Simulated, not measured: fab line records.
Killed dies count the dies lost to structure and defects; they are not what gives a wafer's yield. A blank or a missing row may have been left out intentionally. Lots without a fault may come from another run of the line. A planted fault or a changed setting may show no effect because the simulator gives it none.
fab line records	flow sky130
record lots=6	wafers=18	last_day=50
route steps=708 shown POLY_GATE@219 LDD_N@237 LDD_P@255 PAD_OPEN@708
lots untouched by any fault: they come from a run of this same line in which no faults occurred
start_h: hours from the record's first day to the start of the lot's first wafer shown	wait_h: hours since the lot's step before	" same as the row above	L1.1+2: a single row standing in for several wafers	- either no value or no given start	* or withheld: withheld	< > ~ a bound
route shown NAME@n: NAME is a module with steps in the file, n the number in the route of the first one	usual: mean/standard deviation of fault-free wafers	same: alike in all rows	chamber/n: place in a boat	sites: the reading at each site	_std_site: how widely they spread, as a standard deviation	_edge_site: outer sites' mean less inner sites'	radius_mm: how far each site lies from the wafer's centre	mask NAME#n: copy n	behind: the last tool/chamber to shape the wafer	hold: cause of the lot's hold/its duration in hours/its outcome	device: transistor that didn't switch, given as n, p or np	end of line: at the end of the route, the tests of the same wafers	step lacking rows: just its recipe	killed: dies lost to structure and defects at the first sort, not the wafer's yield	map: a wafer's dies, x killed, . not, _ none there
set.NAME: the setting the step ran with; set.NAME@STEP: the setting that earlier step ran with	model.NAME: the simulator's own value behind a step, which no gauge read
a table for each step, a row for each wafer; lots at some steps of the route
services: when a tool's chamber went out of use (start_h, in hours from the record's first day, below 0 if earlier), for how many hours, and the reason
## steps
# step SKY_POLY_GATE_DEHYDRATE_05
# recipe temp_c=200	time_s=60
# step SKY_POLY_GATE_HMDS_06
# recipe prime_time_s=60	prime_temp_c=120
# step SKY_POLY_GATE_COAT_07
# recipe resist=BARC	temp_c=withheld	time_s=withheld	spin_rpm=3000	resist_thk_nm=110
# step SKY_POLY_GATE_COAT_08
# recipe resist=KrF-thick	spin_rpm=3000	resist_thk_nm=450
# step SKY_POLY_GATE_SOFTBAKE_09
# recipe temp_c=100	time_s=90	resist=KrF-thick
# step SKY_POLY_GATE_EXPOSE_10
# recipe mask_id=P1M	na=0.68	source_shape=conventional	sigma_outer=0.6	target_cd_nm=150	dose_mj=28
# step SKY_POLY_GATE_PEB_11
# recipe peb_temp_c=withheld	peb_time_s=withheld	resist=KrF-thick
# step SKY_POLY_GATE_DEVELOP_12
# recipe develop_time_s=60	resist=KrF-thick	dev_temp_c=21
# step SKY_POLY_GATE_CD_MEAS_13
# recipe target_cd_nm=150
# usual cd_nm=149.7/1.1
lot.wafer	tool	chamber	start_h	wait_h	cd_nm
L569.1	cd_sem-02	-	421.13	-	148.9
L569.5	"	-	"	"	149.1
L569.6	"	-	"	"	148.8
L572.3	cd_sem-01	-	458.49	-	148.9
L572.4	"	-	"	"	149.3
L572.6	"	-	"	"	149.6
L573.2	cd_sem-01	-	470.92	-	147.7
L573.4	"	-	"	"	147.7
L573.5	"	-	"	"	149.2
L574.3	cd_sem-02	-	480.87	-	151.2
L574.4	"	-	"	"	150.9
L574.5	"	-	"	"	150.7
L582.2	cd_sem-02	-	550.65	-	148.7
L582.4	"	-	"	"	148.1
L582.5	"	-	"	"	149.2
L585.3	cd_sem-02	-	581.47	-	148.9
L585.4	"	-	"	"	149.1
L585.6	"	-	"	"	150.0
# step SKY_POLY_GATE_OVL_MEAS_14
# usual POLY_GATE_OVL=1/4.6
lot.wafer	tool	chamber	start_h	wait_h	POLY_GATE_OVL[nm]
L569.1	overlay-02	-	421.25	0.1	3
L569.5	"	-	"	"	-1
L569.6	"	-	"	"	0
L572.3	overlay-01	-	458.58	0.1	4
L572.4	"	-	"	"	2
L572.6	"	-	"	"	4
L573.2	overlay-01	-	471.03	0.1	1
L573.4	"	-	"	"	-4
L573.5	"	-	"	"	6
L574.3	overlay-02	-	480.96	0.1	1
L574.4	"	-	"	"	-2
L574.5	"	-	"	"	2
L582.2	overlay-01	-	550.75	0.1	-4
L582.4	"	-	"	"	0
L582.5	"	-	"	"	-6
L585.3	overlay-01	-	581.56	0.1	6
L585.4	"	-	"	"	0
L585.6	"	-	"	"	4
# step SKY_POLY_GATE_ETCH_15
# recipe chemistry=N2/H2	target=BARC	ion_energy_ev=200	source_w=500	bias_w=97.63	pressure_mtorr=30	n2_flow_sccm=100	h2_flow_sccm=200	stop_on=SiO2	time_s=118.5	target_depth_a=1100
# usual drypump_motor_current_A=5.9/0.6	oes_product_au=0.717/0.0046	throttle_valve_pct=13.214/0.0095
lot.wafer	tool	chamber	start_h	wait_h	drypump_motor_current_A	oes_product_au	rf_hours_counter_h	throttle_valve_pct
L569.1	rie_diel-03	1	421.28	0.0	6.2	0.719	43	13.207
L569.5	"	3	"	"	5.2	0.711	-	13.208
L569.6	"	0	"	"	4.7	0.711	-	13.216
L572.3	rie_diel-03	2	458.61	0.0	6.5	0.721	5	13.225
L572.4	"	1	"	"	6.2	0.710	44	13.213
L572.6	"	1	"	"	6.2	0.719	-	13.212
L573.2	rie_diel-03	1	471.06	0.0	6.2	0.715	44	13.205
L573.4	"	0	"	"	4.6	0.716	73	13.208
L573.5	"	0	"	"	4.7	0.720	-	13.222
L574.3	rie_diel-03	3	480.99	0.0	5.2	0.715	24	13.205
L574.4	"	1	"	"	6.2	0.710	44	13.201
L574.5	"	1	"	"	6.2	0.710	-	13.219
L582.2	rie_diel-01	0	550.78	0.0	5.7	0.715	13	13.219
L582.4	"	3	"	"	6.1	0.711	4	13.205
L582.5	"	3	"	"	6.2	0.709	-	13.222
L585.3	rie_diel-01	1	581.58	0.0	6.3	0.718	9	13.210
L585.4	"	0	"	"	5.7	0.707	13	13.223
L585.6	"	2	"	"	6.2	0.718	-	13.212
# step SKY_POLY_GATE_ETCH_16
# recipe stop_on=poly-Si	chemistry=CH3F/O2	target=Si3N4	source_w=400	bias_w=80	pressure_mtorr=25	ch3f_flow_sccm=40	O2_flow_sccm=30	time_s=147.5	target_depth_a=750
# usual drypump_motor_current_A=5.8/0.6	oes_product_au=0.641/0.0053	throttle_valve_pct=10.535/0.009
lot.wafer	tool	chamber	start_h	wait_h	drypump_motor_current_A	oes_product_au	rf_hours_counter_h	throttle_valve_pct
L569.1	rie_diel-03	1	421.37	0.0	6.2	0.643	43	10.519
L569.5	"	3	"	"	5.2	0.642	-	10.539
L569.6	"	0	"	"	4.7	0.638	-	10.545
L572.3	rie_diel-03	2	458.69	0.0	6.5	0.648	5	10.527
L572.4	"	1	"	"	6.2	0.641	44	10.546
L572.6	"	1	"	"	6.2	0.636	-	10.538
L573.2	rie_diel-03	1	471.14	0.0	6.2	0.639	44	10.521
L573.4	"	0	"	"	4.6	0.640	73	10.532
L573.5	"	0	"	"	4.7	0.638	-	10.540
L574.3	rie_diel-03	3	481.07	0.0	5.1	0.652	24	10.535
L574.4	"	1	"	"	6.2	0.647	44	10.545
L574.5	"	1	"	"	6.2	0.650	-	10.526
L582.2	rie_diel-01	0	550.87	0.0	5.7	0.648	13	10.547
L582.4	"	3	"	"	6.1	0.645	5	10.538
L582.5	"	3	"	"	6.1	0.647	-	10.531
L585.3	rie_diel-01	1	581.67	0.0	6.3	0.646	9	10.547
L585.4	"	0	"	"	5.7	0.645	13	10.545
L585.6	"	2	"	"	6.2	0.645	-	10.538
# step SKY_POLY_GATE_ETCH_17
# recipe target_depth_nm=180	stop_on=SiO2	over_etch_frac=0.56667	chemistry=HBr/Cl2	target=poly-Si	icp_w=400	bias_w=100	pressure_mtorr=10	HBr_flow_sccm=150	Cl2_flow_sccm=50	time_s=70.5
# usual drypump_motor_current_A=5.7/0.49	he_backside_leak_sccm=2.57/0.17	oes_product_au=0.985/0.0063	throttle_valve_pct=33.684/0.0093
# same over_etch_frac=0.56667
lot.wafer	tool	chamber	start_h	wait_h	drypump_motor_current_A	he_backside_leak_sccm	oes_product_au	rf_hours_counter_h	throttle_valve_pct
L569.1	rie_si-01	1	421.46	0.0	5.8	2.43	0.984	1	33.677
L569.5	"	0	"	"	6.5	2.71	0.992	-	33.680
L569.6	"	3	"	"	5.3	2.71	0.988	-	33.698
L572.3	rie_si-01	1	458.79	0.0	5.8	2.60	0.987	1	33.691
L572.4	"	2	"	"	5.1	2.33	0.969	3	33.691
L572.6	"	1	"	"	5.8	2.61	0.993	-	33.681
L573.2	rie_si-02	3	471.24	0.0	5.7	2.48	0.992	0	33.679
L573.4	"	0	"	"	5.3	2.83	0.978	0	33.693
L573.5	"	0	"	"	5.3	2.73	0.979	-	33.692
L574.3	rie_si-01	2	481.17	0.0	5.2	2.45	0.993	3	33.679
L574.4	"	1	"	"	5.9	2.48	0.991	1	33.683
L574.5	"	0	"	"	6.5	2.43	0.993	-	33.678
L582.2	rie_si-01	2	550.97	0.0	5.1	2.64	0.982	3	33.686
L582.4	"	1	"	"	5.9	2.34	0.994	1	33.694
L582.5	"	0	"	"	6.5	2.33	0.984	-	33.676
L585.3	rie_si-02	1	581.77	0.0	6.0	2.77	0.984	25	33.669
L585.4	"	0	"	"	5.3	2.76	0.979	0	33.677
L585.6	"	2	"	"	6.3	2.42	0.969	-	33.691
# step SKY_POLY_GATE_STRIP_18
# recipe chemistry=O2/N2	power_w=1400	pressure_mtorr=1500	platen_temp_c=withheld	o2_flow_sccm=3000	n2_flow_sccm=300	overash_fraction=0.5
# usual drypump_motor_current_A=5.8/0.51	o2_flow_sccm=2999/8.1	oes_product_au=0.361/0.0046	strip_time_to_endpoint_s=3.182/0.028
lot.wafer	tool	chamber	start_h	wait_h	drypump_motor_current_A	o2_flow_sccm	oes_product_au	rf_hours_counter_h	strip_time_to_endpoint_s
L569.1	plasma_asher-03	0	421.52	0.0	6.5	2991	0.358	59	3.197
L569.5	"	1	"	"	6.0	3006	0.360	-	3.199
L569.6	"	0	"	"	6.5	2994	0.364	-	3.200
L572.3	plasma_asher-02	1	458.88	0.1	6.2	2994	0.357	-	3.181
L572.4	"	0	"	"	5.0	2992	0.366	-	3.153
L572.6	"	1	"	"	6.2	3010	0.361	-	3.133
L573.2	plasma_asher-01	0	471.30	0.0	5.4	3000	0.363	78	3.161
L573.4	"	0	"	"	5.4	2991	0.364	-	3.241
L573.5	"	1	"	"	5.9	2985	0.356	-	3.230
L574.3	plasma_asher-03	1	481.26	0.1	5.9	2991	0.361	-	3.175
L574.4	"	0	"	"	6.5	2994	0.363	-	3.158
L574.5	"	1	"	"	5.9	2984	0.361	-	3.168
L582.2	plasma_asher-02	0	551.02	0.0	5.0	3020	0.362	38	3.146
L582.4	"	0	"	"	5.0	3011	0.355	-	3.120
L582.5	"	1	"	"	6.2	3010	0.356	-	3.145
L585.3	plasma_asher-03	0	581.86	0.1	6.5	2982	0.365	-	3.190
L585.4	"	1	"	"	5.9	2988	0.362	-	3.193
L585.6	"	0	"	"	6.5	3000	0.365	-	3.206
# step SKY_POLY_GATE_CLEAN_19
# recipe chemistry=SC1/SC2	mix=1:4:20	temp_c=70	time_s=150	dry=n2_spin
# step SKY_POLY_GATE_OXIDATION_20
# recipe temp_c=850	ambient=O2	stabilise_s=600	purge_s=300	target_thk_a=40	ox_time_s=899
# step SKY_POLY_GATE_THK_MEAS_21
# recipe reads=SiO2_of_POLY_GATE_OXIDATION_20
# usual POLY_GATE_OXIDATION_THK=3.99/0.072
lot.wafer	tool	chamber	start_h	wait_h	POLY_GATE_OXIDATION_THK[nm]
L569.1	film_metro-02	-	423.94	0.0	3.99
L569.5	"	-	"	"	4.00
L569.6	"	-	"	"	3.96
L572.3	film_metro-04	-	461.05	0.0	4.02
L572.4	"	-	"	"	4.00
L572.6	"	-	"	"	4.00
L573.2	film_metro-03	-	473.81	0.0	3.80
L573.4	"	-	"	"	3.85
L573.5	"	-	"	"	3.79
L574.3	film_metro-04	-	483.74	0.0	4.05
L574.4	"	-	"	"	3.96
L574.5	"	-	"	"	3.95
L582.2	film_metro-04	-	552.43	0.0	4.13
L582.4	"	-	"	"	4.04
L582.5	"	-	"	"	4.00
L585.3	film_metro-04	-	583.85	0.0	4.06
L585.4	"	-	"	"	4.00
L585.6	"	-	"	"	4.02
# step SKY_POLY_GATE_CD_MEAS_22
# usual cd_nm=149.4/1.6
lot.wafer	tool	chamber	start_h	wait_h	cd_nm
L569.1	cd_sem-01	-	424.00	0.1	149.6
L569.5	"	-	"	"	148.4
L569.6	"	-	"	"	147.6
L572.3	cd_sem-01	-	461.15	0.1	150.0
L572.4	"	-	"	"	148.3
L572.6	"	-	"	"	149.5
L573.2	cd_sem-01	-	473.89	0.1	147.1
L573.4	"	-	"	"	146.3
L573.5	"	-	"	"	148.3
L574.3	cd_sem-02	-	483.83	0.1	150.2
L574.4	"	-	"	"	151.5
L574.5	"	-	"	"	150.1
L582.2	cd_sem-01	-	552.51	0.1	150.2
L582.4	"	-	"	"	148.8
L582.5	"	-	"	"	147.3
L585.3	cd_sem-01	-	584.10	0.2	148.2
L585.4	"	-	"	"	150.1
L585.6	"	-	"	"	149.9
# step SKY_LDD_N_DEHYDRATE_00
# recipe temp_c=200	time_s=60
# step SKY_LDD_N_HMDS_01
# recipe prime_time_s=60	prime_temp_c=120
# step SKY_LDD_N_COAT_02
# recipe resist=NOVOLAK	spin_rpm=3000	resist_thk_nm=300
# step SKY_LDD_N_SOFTBAKE_03
# recipe temp_c=90	time_s=60	resist=NOVOLAK
# step SKY_LDD_N_EXPOSE_04
# recipe mask_id=NTM	target_cd_nm=840	na=0.6	source_shape=conventional	sigma_outer=0.6	dose_mj=110
# step SKY_LDD_N_PEB_05
# recipe temp_c=withheld	time_s=*	resist=NOVOLAK
# step SKY_LDD_N_DEVELOP_06
# recipe develop_time_s=60	dev_temp_c=23
# step SKY_LDD_N_OVL_MEAS_07
# usual LDD_N_OVL=0.1/1.2
lot.wafer	tool	chamber	start_h	wait_h	LDD_N_OVL[nm]
L569.1	overlay-01	-	455.30	0.1	0.5
L569.5	"	-	"	"	-0.2
L569.6	"	-	"	"	-0.3
L572.3	overlay-02	-	491.56	0.1	-0.6
L572.4	"	-	"	"	0.5
L572.6	"	-	"	"	-1.2
L573.2	overlay-02	-	504.63	0.1	0.8
L573.4	"	-	"	"	-2.5
L573.5	"	-	"	"	-2.2
L574.3	overlay-01	-	514.00	0.1	-0.3
L574.4	"	-	"	"	-0.4
L574.5	"	-	"	"	1.0
L582.2	overlay-02	-	582.09	0.1	-3.1
L582.4	"	-	"	"	-3.1
L582.5	"	-	"	"	-2.3
L585.3	overlay-02	-	613.61	0.1	-0.9
L585.4	"	-	"	"	-0.6
L585.6	"	-	"	"	0.3
# step SKY_LDD_N_IMPLANT_08
# recipe species=As	energy_kev=20	dose_cm2=7.5e+13	tilt_deg=withheld	rotation_deg=23
# step SKY_LDD_N_IMPLANT_09
# recipe species=As	energy_kev=20	dose_cm2=7.5e+13	tilt_deg=withheld	rotation_deg=113
# step SKY_LDD_N_IMPLANT_10
# recipe species=As	energy_kev=20	dose_cm2=7.5e+13	tilt_deg=withheld	rotation_deg=203
# step SKY_LDD_N_IMPLANT_11
# recipe species=As	energy_kev=20	dose_cm2=7.5e+13	tilt_deg=withheld	rotation_deg=293
# step SKY_LDD_N_IMPLANT_12
# recipe species=BF2	energy_kev=50	dose_cm2=5e+12	tilt_deg=30	rotation_deg=0
# step SKY_LDD_N_IMPLANT_13
# recipe species=BF2	energy_kev=50	dose_cm2=5e+12	tilt_deg=30	rotation_deg=90
# step SKY_LDD_N_IMPLANT_14
# recipe species=BF2	energy_kev=50	dose_cm2=5e+12	tilt_deg=30	rotation_deg=180
# step SKY_LDD_N_IMPLANT_15
# recipe species=BF2	energy_kev=50	dose_cm2=5e+12	tilt_deg=30	rotation_deg=270
# step SKY_LDD_N_STRIP_16
# recipe chemistry=O2/N2	power_w=1400	pressure_mtorr=1500	platen_temp_c=withheld	o2_flow_sccm=3000	n2_flow_sccm=300	overash_fraction=0.5
# usual drypump_motor_current_A=5.8/0.49	o2_flow_sccm=3000/8.1	oes_product_au=0.406/0.0046	strip_time_to_endpoint_s=4.311/0.013
lot.wafer	tool	chamber	start_h	wait_h	drypump_motor_current_A	o2_flow_sccm	oes_product_au	rf_hours_counter_h	strip_time_to_endpoint_s
L569.1	plasma_asher-04	1	456.54	0.1	6.2	3009	0.411	3	4.296
L569.5	"	0	"	"	6.3	3003	0.413	-	4.314
L569.6	"	1	"	"	6.2	2986	0.404	-	4.305
L572.3	plasma_asher-01	0	492.82	0.1	5.4	2994	0.405	-	4.328
L572.4	"	1	"	"	5.9	3026	0.406	-	4.325
L572.6	"	0	"	"	5.4	2995	0.407	-	4.305
L573.2	plasma_asher-04	0	505.86	0.1	6.2	2999	0.403	8	4.312
L573.4	"	1	"	"	6.2	3001	0.403	-	4.323
L573.5	"	0	"	"	6.3	2992	0.407	-	4.313
L574.3	plasma_asher-01	0	515.26	0.1	5.4	3004	0.412	-	4.319
L574.4	"	1	"	"	5.9	2991	0.399	-	4.296
L574.5	"	1	"	"	5.9	3006	0.390	-	4.306
L582.2	plasma_asher-02	1	583.32	0.1	6.1	2999	0.404	41	4.292
L582.4	"	1	"	"	6.2	2988	0.408	-	4.298
L582.5	"	0	"	"	5.0	3007	0.399	-	4.324
L585.3	plasma_asher-01	0	614.87	0.1	5.4	3002	0.405	-	4.295
L585.4	"	1	"	"	5.9	3001	0.409	-	4.297
L585.6	"	0	"	"	5.4	3009	0.407	-	4.324
# step SKY_LDD_N_TW_MEAS_17
# usual LDD_N_TW=2551/24
lot.wafer	tool	chamber	start_h	wait_h	LDD_N_TW
L569.1	film_metro-01	-	456.64	0.1	2513
L569.5	"	-	"	"	2535
L569.6	"	-	"	"	2533
L572.3	film_metro-01	-	492.91	0.1	2522
L572.4	"	-	"	"	2523
L572.6	"	-	"	"	2508
L573.2	film_metro-03	-	505.97	0.1	2569
L573.4	"	-	"	"	2549
L573.5	"	-	"	"	2570
L574.3	film_metro-01	-	515.34	0.1	2546
L574.4	"	-	"	"	2550
L574.5	"	-	"	"	2552
L582.2	film_metro-03	-	583.43	0.1	2555
L582.4	"	-	"	"	2566
L582.5	"	-	"	"	2569
L585.3	film_metro-03	-	614.96	0.1	2551
L585.4	"	-	"	"	2550
L585.6	"	-	"	"	2547
# step SKY_LDD_P_DEHYDRATE_00
# recipe temp_c=200	time_s=60
# step SKY_LDD_P_HMDS_01
# recipe prime_time_s=60	prime_temp_c=120
# step SKY_LDD_P_COAT_02
# recipe resist=NOVOLAK	spin_rpm=3000	resist_thk_nm=1140
# step SKY_LDD_P_SOFTBAKE_03
# recipe temp_c=90	time_s=60	resist=NOVOLAK
# step SKY_LDD_P_EXPOSE_04
# recipe mask_id=PSDM	na=0.6	source_shape=conventional	sigma_outer=0.6	polarization=unpolarized	target_cd_nm=380	dose_mj=138
# step SKY_LDD_P_PEB_05
# recipe temp_c=withheld	time_s=*	resist=NOVOLAK
# step SKY_PAD_OPEN_PROBE_99
# usual killed_at_M0_to_M3=43/6.8	killed_at_M4_up=3.2/1.7	killed_at_contacts=24/5.6	killed_at_front_end=15/4.7	killed_at_other=0.3/0.59	killed_dies=86/10	killed_open=47/6.8	killed_short=39/6.4
# same gross_dies=492	killed_at_back_side=0
lot.wafer	tool	chamber	start_h	wait_h	killed_at_M0_to_M3	killed_at_M4_up	killed_at_contacts	killed_at_front_end	killed_at_other	killed_dies	killed_open	killed_short
L572.3	prober-02	-	1135.79	0.2	36	3	18	58	1	116	37	29
L572.4	prober-02	-	1135.84	0.2	40	4	25	71	0	140	44	40
L572.6	prober-02	-	1135.94	0.2	41	4	19	60	0	124	42	36
L573.2	prober-01	-	1144.36	0.1	42	4	30	29	0	105	61	44
L573.4	prober-01	-	1144.46	0.2	33	2	16	13	0	64	34	30
L573.5	prober-01	-	1144.51	0.2	44	2	29	14	0	89	47	42
L574.3	prober-02	-	1145.41	0.2	38	0	26	63	0	127	38	34
L574.4	prober-02	-	1145.46	0.2	50	1	20	57	0	128	50	32
L574.5	prober-02	-	1145.51	0.2	37	5	12	81	0	135	31	34
L585.3	prober-01	-	1206.56	0.2	38	2	36	14	1	91	49	42
L585.4	prober-01	-	1206.61	0.2	48	5	28	12	0	93	52	41
L585.6	prober-01	-	1206.71	0.2	48	0	17	14	0	79	48	31
# killed by level:class
L572.3 POLY_GATE:unspecified=49 CONTACT:geometric_particle:open=8 VIA1:geometric_particle:open=8 LI_CONTACT:geometric_particle:open=6 METAL1:geometric_particle:short=6 VIA2:geometric_particle:open=5 VIA1:geometric_particle:short=4 FIELD_ISO:geometric_particle:open=3
L572.4 POLY_GATE:unspecified=56 CONTACT:geometric_particle:open=11 VIA1:geometric_particle:open=11 CONTACT:geometric_particle:short=6 METAL1:geometric_particle:short=6 LOCAL_INTERCONNECT:geometric_particle:short=4 VIA2:geometric_particle:open=4 VIA1:geometric_particle:short=4
L572.6 POLY_GATE:unspecified=46 VIA1:geometric_particle:open=12 LI_CONTACT:geometric_particle:open=7 METAL3:geometric_particle:short=6 CONTACT:geometric_particle:open=5 POLY_GATE:geometric_particle:short=4 CONTACT:geometric_particle:short=4 VIA1:geometric_particle:short=4
L573.2 CONTACT:geometric_particle:open=11 VIA2:geometric_particle:open=9 LI_CONTACT:geometric_particle:open=8 FIELD_ISO:geometric_particle:open=7 FIELD_ISO:geometric_particle:short=7 POLY_GATE:geometric_particle:short=7 CONTACT:geometric_particle:short=7 VIA1:geometric_particle:open=7
L573.4 VIA1:geometric_particle:open=8 FIELD_ISO:geometric_particle:open=7 CONTACT:geometric_particle:open=7 CONTACT:geometric_particle:short=5 VIA1:geometric_particle:short=4 VIA2:geometric_particle:open=4 METAL2:geometric_particle:short=4 METAL3:geometric_particle:short=4
L573.5 LI_CONTACT:geometric_particle:open=11 CONTACT:geometric_particle:open=8 VIA1:geometric_particle:short=8 VIA1:geometric_particle:open=7 METAL2:geometric_particle:short=7 VIA2:geometric_particle:open=6 POLY_GATE:geometric_particle:short=5 CONTACT:geometric_particle:short=5
L574.3 POLY_GATE:unspecified=55 CONTACT:geometric_particle:open=10 VIA3:geometric_particle:open=9 CONTACT:geometric_particle:short=8 VIA1:geometric_particle:open=7 LI_CONTACT:geometric_particle:open=4 VIA2:geometric_particle:open=4 VIA2:geometric_particle:short=4
L574.4 POLY_GATE:unspecified=46 VIA1:geometric_particle:open=15 VIA2:geometric_particle:open=8 CONTACT:geometric_particle:open=7 VIA1:geometric_particle:short=6 VIA3:geometric_particle:open=6 VIA3:geometric_particle:short=5 FIELD_ISO:geometric_particle:open=4
L574.5 POLY_GATE:unspecified=70 VIA2:geometric_particle:open=7 FIELD_ISO:geometric_particle:short=5 METAL1:geometric_particle:short=5 VIA1:geometric_particle:open=5 METAL2:geometric_particle:short=4 VIA3:geometric_particle:short=4 VIA3:geometric_particle:open=4
L585.3 LI_CONTACT:geometric_particle:open=11 CONTACT:geometric_particle:open=9 CONTACT:geometric_particle:short=8 VIA1:geometric_particle:open=7 FIELD_ISO:geometric_particle:short=6 FIELD_ISO:geometric_particle:open=5 VIA1:geometric_particle:short=5 VIA3:geometric_particle:open=5
L585.4 CONTACT:geometric_particle:open=10 VIA1:geometric_particle:open=8 METAL1:geometric_particle:short=7 LI_CONTACT:geometric_particle:open=6 VIA2:geometric_particle:open=6 POLY_GATE:geometric_particle:open=5 VIA2:geometric_particle:short=5 VIA1:geometric_particle:short=5
L585.6 VIA1:geometric_particle:open=12 VIA3:geometric_particle:open=10 METAL2:geometric_particle:short=9 LI_CONTACT:geometric_particle:open=6 CONTACT:geometric_particle:open=5 FIELD_ISO:geometric_particle:open=4 POLY_GATE:geometric_particle:short=4 METAL3:geometric_particle:short=4
# map L572.4 (x killed, . not)
__________......x..._________
________x....x........_______
______.....x..........xx_____
_____.x..x.x....x.xxx.xxx____
____.x....x..........xxxxx___
___..xx............xxxxxxxx__
__..x.x......x.x...xxxxxxxxx_
_..........xx..x.xx.xxxxxxxxx
_...x...x.....x......xxxxxxxx
_xx..x....x.........xxxxxxx.x
_....x.x.x.x...x.x..xx.xxx.x.
_.....x.x..x...x....x.x....x.
_...x....x..x...x.......x....
_..x.............x....x..x...
_.....x........xx..x.........
__..........x..x.......x...x_
___.x.xx.....x.....x.......__
____x.............x..xx...___
_____........x..x..x.....____
______...x...........x.x_____
________...xx......x.._______
__________.x..x.x..._________
# map L574.5 (x killed, . not)
__________...x....x._________
________.x........x.xx_______
______.........x........_____
_____...x...x..x..x......____
____.......xx.x.xxx.xx....___
___x..x...x...xxxxxxxxxx...__
__..x......xx..xxxxxxxxx...._
_...x........xxxxxxxxxxx.....
_.x...x..x...xxxxxxxxxxxx....
_...x..x......xxxxxxxxxx.....
_.x.x.x.xx...x.xxxxxxxxx.....
_.x........x.x...xxxxxx......
_.................xx........x
_..xx................x.......
_........x.........x.........
__.....x.............x...x.._
___..x......x.....x..x..x..__
____x....x........x.......___
_____..x.x......x....x...____
______..........x..x...x_____
________.............._______
__________.......x.x_________
## services
tool	chamber	start_h	hours	kind
plasma_asher-04	-	421.32	9.0	pm
plasma_asher-02	-	429.75	9.1	repair
rie_si-02	-	429.86	0.4	repair
plasma_asher-03	-	432.01	1.0	repair
plasma_asher-02	-	438.90	14.6	pm
plasma_asher-04	-	441.73	4.0	pm
rie_diel-03	2	445.80	2.8	repair
plasma_asher-01	-	458.54	4.7	repair
plasma_asher-02	-	491.33	10.2	repair
plasma_asher-01	-	505.72	2.1	repair
rie_si-01	2	513.36	8.1	repair
rie_diel-03	-	524.43	0.6	repair
rie_si-01	3	524.71	7.6	repair
rie_si-01	2	532.75	6.4	repair
rie_diel-03	0	538.39	17.9	repair
rie_diel-01	1	560.65	3.2	repair
rie_si-01	1	561.30	21.3	repair
plasma_asher-01	-	562.19	1.4	repair
rie_diel-03	2	564.42	41.7	repair
rie_diel-03	1	573.78	1.7	repair
rie_diel-03	-	577.28	3.7	repair
rie_si-01	-	596.24	4.0	pm
plasma_asher-02	-	596.37	5.2	repair
plasma_asher-01	-	608.70	2.4	repair
## key
first_sign step=SKY_PAD_OPEN_PROBE_99	reading=killed_at_front_end	direction=up	sigmas=10	usual=15	struck=65
effect step=SKY_PAD_OPEN_PROBE_99	reading=killed_dies	direction=up	sigmas=4	usual=86	struck=128
met_at SKY_POLY_GATE_ETCH_17
struck_wafers L572.3,L572.4,L572.6,L574.3,L574.4,L574.5
tester_left_out L572,L574
onset_between 421.46 458.79
fault kind=chamber_particle_source	tool=rie_si-01	chamber=-	onset_h=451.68	steps=SKY_POLY_GATE_ETCH_17	rate_per_visit_cm2=1.7111	end_h=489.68
# tester_left_out: of these lots the tester's yield and bins aren't shown, on N5 and GAA mostly nor the transistor test; their killed dies are dies lost to structure and defects alone, not to doping, threshold or leakage, so they don't give the yield
